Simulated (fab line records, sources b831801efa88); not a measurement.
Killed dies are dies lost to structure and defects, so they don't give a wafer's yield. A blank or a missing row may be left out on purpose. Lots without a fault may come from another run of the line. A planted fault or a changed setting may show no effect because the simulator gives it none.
A struck lot beside a sound one | flow sfq_line | 20 steps out of a route of 325
Sound: wafers L260.2, L260.3, L260.6. Struck: wafers L256.3, L256.4, L256.5. The cause comes at the end.
At each step with rows: each side's tool, then ch and its chambers, then its first start. Under that, the readings that differ: sound wafers | struck wafers | difference of the means | sigmas: that difference in standard deviations of wafers without a fault.
alike: readings whose means differ by less than 2 such deviations, and words and numbers that are the same on both sides. not compared: withheld readings, readings that some wafer has no value for, bounds like >300 that may hide the same value, and numbers for which the record gives no deviation and whose values overlap.
The two part at a step that has a row with sigmas, a row that says differs or no value, or rows on one side only. Numbers that don't overlap but have no deviation are shown without sigmas and don't part them. A reading that every wafer of one side lacks parts them only if that side has two wafers or more.

first, 2 steps without rows for these wafers: SFQ_TRILAYER_I1_VIA_LITHO_PEB_052 (peb time 60 s); SFQ_TRILAYER_I1_VIA_LITHO_DEVELOP_051 (time 60 s).
SFQ_I1_OVL_MEAS_913:
  sound on overlay-01, day 37 01:14; struck on overlay-02, day 34 17:53
  alike: I1_OVL
SFQ_TRILAYER_I1_VIA_BARC_OPEN_VIA_ETCH_071: etches BARC in O2, target depth 125 nm, time 41.7 s.
  sound on rie_diel-03 ch 0,2,3, day 37 01:16; struck on rie_diel-02 ch 0,1,2, day 34 17:55
  alike: chamber_pressure_mTorr, drypump_motor_current_A, oes_product_au
  not compared: rf_hours_counter_h
SFQ_TRILAYER_I1_VIA_ETCH_VIA_ETCH_052: etches SiO2 in CHF3, stops on Nb, target depth 260 nm.
  sound on rie_diel-03 ch 0,2,3, day 37 01:18; struck on rie_diel-02 ch 0,1,2, day 34 17:57
  alike: chamber_pressure_mTorr, drypump_motor_current_A, oes_product_au
SFQ_TRILAYER_I1_VIA_STRIP_STRIP_053: strips in O2.
  sound on rie_metal-03 ch 0, day 37 01:25; struck on rie_metal-01 ch 0,1, day 34 18:16
  alike: chamber_pressure_mTorr, drypump_motor_current_A, oes_product_au, platen_temp_c
  not compared: rf_hours_counter_h
then, 2 steps without rows for these wafers: SFQ_TRILAYER_I1_VIA_STRIP_SOLV_CLEAN_054 (cleans in NMP, time 600 s); SFQ_TRILAYER_M2_DEP_PRE_CLEAN_056 (time 22.5 s).
SFQ_TRILAYER_M2_DEP_SPUTTER_055: material Nb, target thk 200 nm, time 133.3 s.
  sound on pvd_sputter-04, day 37 02:13; struck on pvd_sputter-05, day 34 18:52
  alike: throttle_valve_pct
SFQ_M2_RS_MEAS_914: measures by four-point-probe.
  sound on film_metro-04, day 37 02:20; struck on film_metro-04, day 34 18:59
  alike: M2_NB_RS
then, 1 step without rows for these wafers: SFQ_TRILAYER_M2_LITHO_COAT_062 (resist thk 62 nm).
SFQ_TRILAYER_M2_LITHO_COAT_057: resist thk 600 nm.
  sound on litho_track-01 ch 0, day 37 02:50; struck on litho_track-02 ch 0, day 34 19:32
  reading                                             | sound             | struck            | difference | sigmas
  model.KrF_of_TRILAYER_M2_LITHO_COAT_057.thk_nm (nm) | 602.5 602.7 600.9 | 588.7 587.7 586.5 | -14.4      |
then, 4 steps without rows for these wafers: SFQ_TRILAYER_M2_LITHO_SOFTBAKE_061; SFQ_TRILAYER_M2_LITHO_EXPOSE_058 (exposes mask M2, target cd 500 nm); SFQ_TRILAYER_M2_LITHO_PEB_060 (peb time 60 s); SFQ_TRILAYER_M2_LITHO_DEVELOP_059 (time 60 s).
-- the record jumps here: 5 days lie between the struck wafers' starts before and after --
SFQ_M2_OVL_MEAS_916:
  sound on overlay-02, day 42 09:50; struck on overlay-01, day 40 07:19
  alike: M2_OVL
then, 1 step without rows for these wafers: SFQ_TRILAYER_M2_BARC_OPEN_METAL_ETCH_077 (etches BARC in O2, target depth 125 nm, time 41.7 s).
SFQ_TRILAYER_M2_ETCH_METAL_ETCH_060: etches Nb in Cl2/Ar, stops on SiO2, target depth 240 nm, time 120 s.
  sound on rie_metal-04 ch 0,1, day 42 09:55; struck on rie_metal-02 ch 0,1, day 40 07:26
  reading                                             | sound             | struck        | difference | sigmas
  model.KrF_of_TRILAYER_M2_LITHO_COAT_057.thk_nm (nm) | 385.3 383.9 390.2 | 375.5 373 372 | -13.0      |
  alike: chamber_pressure_mTorr, drypump_motor_current_A, oes_product_au
  not compared: rf_hours_counter_h
SFQ_TRILAYER_M2_STRIP_STRIP_061: strips in O2.
  sound on rie_metal-04 ch 0,1, day 42 10:02; struck on rie_metal-02 ch 0,1, day 40 07:43
  alike: chamber_pressure_mTorr, drypump_motor_current_A, oes_product_au, platen_temp_c
  not compared: rf_hours_counter_h

WHERE THEY PART
Nowhere in this record.

WHY: what the simulator had put in
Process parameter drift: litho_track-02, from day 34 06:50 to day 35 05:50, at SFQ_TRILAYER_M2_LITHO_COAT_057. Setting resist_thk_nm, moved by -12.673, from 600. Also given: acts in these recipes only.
